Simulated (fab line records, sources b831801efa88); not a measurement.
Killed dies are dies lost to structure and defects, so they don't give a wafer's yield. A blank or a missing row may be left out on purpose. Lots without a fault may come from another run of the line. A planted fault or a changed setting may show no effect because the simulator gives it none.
Which tool did it? | flow gf180mcu | 6 lots, 18 wafers sampled, at 2 steps of a route of 602

WHAT THE GAUGES READ, wafer by wafer
GF_VT_IMPLANT_RS_MEAS_47: measures by four-point-probe.
lot  | measured     | on            | NWELL_RS (ohm/sq)
L902 | day 7 19:46  | film_metro-02 | 488.0 489.3 487.3
L904 | day 8 05:08  | film_metro-03 | 487.1 488.4 487.6
L913 | day 10 21:14 | film_metro-02 | 480.3 480.2 479.0
L915 | day 11 09:25 | film_metro-02 | 480.1 479.6 479.1
L917 | day 12 03:14 | film_metro-04 | 489.7 489.1 489.4
L922 | day 14 00:56 | film_metro-03 | 489.8 487.8 487.1

WHICH TOOL RAN EACH LOT (tool, then ch and the chambers of the sampled wafers, then the start)
lot  | GF_NWELL_IMPLANT_09
L902 | implanter-04 ch 0, day 3 14:31
L904 | implanter-02 ch 0, day 4 00:25
L913 | implanter-03 ch 0, day 6 02:55
L915 | implanter-03 ch 0, day 6 12:08
L917 | implanter-04 ch 0, day 7 01:11
L922 | implanter-02 ch 0, day 8 13:26
- GF_NWELL_IMPLANT_09

THE ANSWER, worked out from the rows above alone
Rule: what is usual is taken from the lots themselves. Put in order of their means at a reading, lots are off if they are a third of the lots or fewer, leave a main group of 4 or more, and stand apart from it by a gap of 3 or more times the standard deviation of the main group's means; of several such gaps the widest counts. A main group whose means are all the same, to the digits that the tables above print for the reading, isn't used. A lot without any number at a reading at which 4 lots or more have one is off too. The other lots that the step has rows for count as sound.
Off: L913, L915, at GF_VT_IMPLANT_RS_MEAS_47 (NWELL_RS). The main group: mean 488.4 ohm/sq, standard deviation 0.62.
A tool fits if, at a process step before that reading, it ran every lot that is off, and no sound lot after the first of them. The gauges at GF_VT_IMPLANT_RS_MEAS_47 are tried like those tools. Can't be told from this: 2 tools fit, implanter-03 at GF_NWELL_IMPLANT_09, film_metro-02 at GF_VT_IMPLANT_RS_MEAS_47.

WHAT THE SIMULATOR HAD PUT IN
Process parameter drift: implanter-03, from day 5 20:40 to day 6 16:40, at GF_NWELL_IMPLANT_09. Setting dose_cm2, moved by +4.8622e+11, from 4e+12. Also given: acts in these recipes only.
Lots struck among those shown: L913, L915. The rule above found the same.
